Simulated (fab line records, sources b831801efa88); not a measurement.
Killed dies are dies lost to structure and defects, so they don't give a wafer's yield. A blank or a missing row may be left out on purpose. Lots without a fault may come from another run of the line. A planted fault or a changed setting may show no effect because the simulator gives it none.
Which tool did it? | flow sky130 | 12 lots, 36 wafers sampled, at 4 steps of a route of 708

WHAT THE GAUGES READ, wafer by wafer
SKY_METAL3_CD_MEAS_13: target cd 300 nm. Usual: cd_nm 299.2 nm, standard deviation 1.4.
lot  | measured     | on        | cd_nm (nm)        | flag
L657 | day 39 00:21 | cd_sem-01 | 299.8 299.1 298.1 |
L658 | day 39 20:55 | cd_sem-02 | 299.5 300.4 300.0 |
L659 | day 40 12:19 | cd_sem-01 | 300.6 300.2 299.2 |
L661 | day 40 16:53 | cd_sem-02 | 299.6 298.4 299.7 |
L663 | day 41 12:50 | cd_sem-01 | 298.5 297.3 297.9 |
L664 | day 41 20:01 | cd_sem-01 | 299.3 299.0 298.0 |
L671 | day 43 05:26 | cd_sem-02 | 297.7 298.7 296.9 |
L674 | day 43 21:52 | cd_sem-01 | 298.8 297.3 297.2 |
L675 | day 44 11:28 | cd_sem-02 | 301.0 299.3 302.1 |
L676 | day 44 18:30 | cd_sem-01 | 299.9 300.1 300.8 |
L677 | day 44 23:47 | cd_sem-02 | 296.0 297.4 298.7 |
L678 | day 45 08:04 | cd_sem-02 | 301.1 301.2 300.2 |

SKY_VIA3_CD_MEAS_12: target cd 200 nm. Usual: cd_nm 200.2 nm, standard deviation 1.4.
lot  | measured     | on        | cd_nm (nm)        | flag
L657 | day 40 02:56 | cd_sem-02 | 199.8 200.4 199.8 |
L658 | day 40 22:24 | cd_sem-01 | 201.1 200.4 199.6 |
L659 | day 41 13:51 | cd_sem-01 | 198.3 198.4 198.3 |
L661 | day 41 18:53 | cd_sem-02 | 204.6 203.0 202.5 |
L663 | day 42 14:17 | cd_sem-02 | 199.2 200.3 198.5 |
L664 | day 42 21:09 | cd_sem-01 | 201.5 202.2 201.9 |
L671 | day 44 06:05 | cd_sem-02 | 198.1 198.5 198.0 |
L674 | day 44 21:48 | cd_sem-01 | 201.0 201.0 200.4 |
L675 | day 45 10:10 | cd_sem-02 | 201.7 202.7 203.5 |
L676 | day 45 17:20 | cd_sem-02 | 200.9 200.6 200.8 |
L677 | day 45 22:41 | cd_sem-01 | 199.4 199.0 197.2 |
L678 | day 46 06:24 | cd_sem-02 | 200.2 200.3 200.1 |

SKY_VIA3_RS_MEAS_22: measures by four-point-probe. Usual: VIA3_W_RS 0.292 ohm/sq, standard deviation 0.0048.
lot  | measured     | on            | VIA3_W_RS (ohm/sq) | flag
L657 | day 40 04:01 | film_metro-02 | 0.295 0.297 0.291  |
L658 | day 40 23:26 | film_metro-02 | 0.294 0.283 0.290  |
L659 | day 41 14:55 | film_metro-04 | 0.294 0.293 0.296  |
L661 | day 41 19:56 | film_metro-04 | 0.299 0.289 0.290  |
L663 | day 42 15:19 | film_metro-04 | 0.287 0.296 0.297  |
L664 | day 42 22:11 | film_metro-04 | 0.286 0.286 0.281  |
L671 | day 44 07:10 | film_metro-03 | 0.297 0.293 0.301  |
L674 | day 44 22:56 | film_metro-04 | 0.294 0.287 0.297  |
L675 | day 45 11:14 | film_metro-04 | 0.287 0.290 0.287  |
L676 | day 45 18:22 | film_metro-03 | 0.282 0.289 0.282  |
L677 | day 45 23:43 | film_metro-04 | 0.289 0.300 0.295  |
L678 | day 46 07:26 | film_metro-03 | 0.290 0.292 0.295  |

WHICH TOOL RAN EACH LOT (tool, then ch and the chambers of the sampled wafers, then the start)
lot  | SKY_VIA3_ETCH_14
L657 | rie_diel-02 ch 1,2,3, day 40 03:06
L658 | rie_diel-02 ch 1,2, day 40 22:34
L659 | rie_diel-01 ch 0,2, day 41 14:01
L661 | rie_diel-02 ch 0,2, day 41 19:03
L663 | rie_diel-02 ch 0,1,3, day 42 14:27
L664 | rie_diel-02 ch 0,1, day 42 21:19
L671 | rie_diel-04 ch 0,2, day 44 06:15
L674 | rie_diel-01 ch 1,2,3, day 44 21:58
L675 | rie_diel-01 ch 1,2, day 45 10:18
L676 | rie_diel-01 ch 0,1,3, day 45 17:30
L677 | rie_diel-04 ch 1,2,3, day 45 22:48
L678 | rie_diel-04 ch 1,2,3, day 46 06:31
- SKY_VIA3_ETCH_14: etches BARC in N2/H2, stops on SiO2, time 45.9 s, target depth 60 nm.

WHAT THE TOOLS THEMSELVES READ (means of the sampled wafers that have a number; where no wafer has one, the mark that the record gives instead)
SKY_VIA3_ETCH_14. Usual: chamber_pressure_mTorr 30.001 mTorr, standard deviation 0.027; drypump_motor_current_A 5.8 A, standard deviation 0.37; oes_product_au 0.855 a.u., standard deviation 0.0049; rf_fwd_power_W 494.8 W, standard deviation 1.9; throttle_valve_pct 13.224 %, standard deviation 0.0091.
lot  | tool        | chamber_pressure_mTorr (mTorr) | drypump_motor_current_A (A) | oes_product_au (a.u.) | rf_fwd_power_W (W) | throttle_valve_pct (%) | flag
L657 | rie_diel-02 | 30.027                         | 5.4                         | 0.854                 | 494.5              | 13.220                 |
L658 | rie_diel-02 | 30.009                         | 5.5                         | 0.855                 | 494.2              | 13.239                 |
L659 | rie_diel-01 | 29.987                         | 5.8                         | 0.857                 | 492.4              | 13.218                 |
L661 | rie_diel-02 | 29.979                         | 6.0                         | 0.857                 | 496.2              | 13.224                 |
L663 | rie_diel-02 | 30.008                         | 5.6                         | 0.852                 | 575.7              | 13.226                 | OFF
L664 | rie_diel-02 | 29.966                         | 5.8                         | 0.858                 | 575.5              | 13.223                 | OFF
L671 | rie_diel-04 | 30.011                         | 5.9                         | 0.859                 | 494.2              | 13.222                 |
L674 | rie_diel-01 | 30.009                         | 5.7                         | 0.858                 | 495.1              | 13.222                 |
L675 | rie_diel-01 | 30.014                         | 5.8                         | 0.857                 | 494.7              | 13.223                 |
L676 | rie_diel-01 | 30.011                         | 5.6                         | 0.851                 | 495.8              | 13.227                 |
L677 | rie_diel-04 | 30.013                         | 5.9                         | 0.850                 | 495.6              | 13.222                 |
L678 | rie_diel-04 | 29.995                         | 5.9                         | 0.858                 | 495.1              | 13.224                 |

THE ANSWER, worked out from the rows above alone
Rule: a lot is off if the mean of its wafers that have a number lies more than 3 standard deviations from the usual mean. A lot without any number at a reading at which 4 lots or more have one is off too. The other lots that the step has rows for count as sound. The gauges are gone through in route order, then the tools' own readings, and for those a lot's mean is taken as printed above. The first step at which some lot is off is used, and at that step the reading that is off furthest; a lot without a number counts as furthest.
Off: L663, L664, at SKY_VIA3_ETCH_14 (rf_fwd_power_W).
A tool fits if, at that step or a process step before it, it ran every lot that is off, and no sound lot after the first of them. One fits: rie_diel-02 at SKY_VIA3_ETCH_14. Its last sound lot is L661 (day 41 19:03), its first lot that is off L663 (day 42 14:27): a fault that began between those two fits.
The tool's own readings at SKY_VIA3_ETCH_14 bear it out: on the lots that are off they differ by more than 5 times the standard deviation of the sound lots' means. rf_fwd_power_W reads 575.6 W there against 494.8 W on the sound lots.

WHAT THE SIMULATOR HAD PUT IN
Process parameter drift: rie_diel-02, from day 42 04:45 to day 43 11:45, at SKY_VIA3_ETCH_14. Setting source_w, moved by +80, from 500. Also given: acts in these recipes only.
Lots struck among those shown: L663, L664. The rule above found the same.
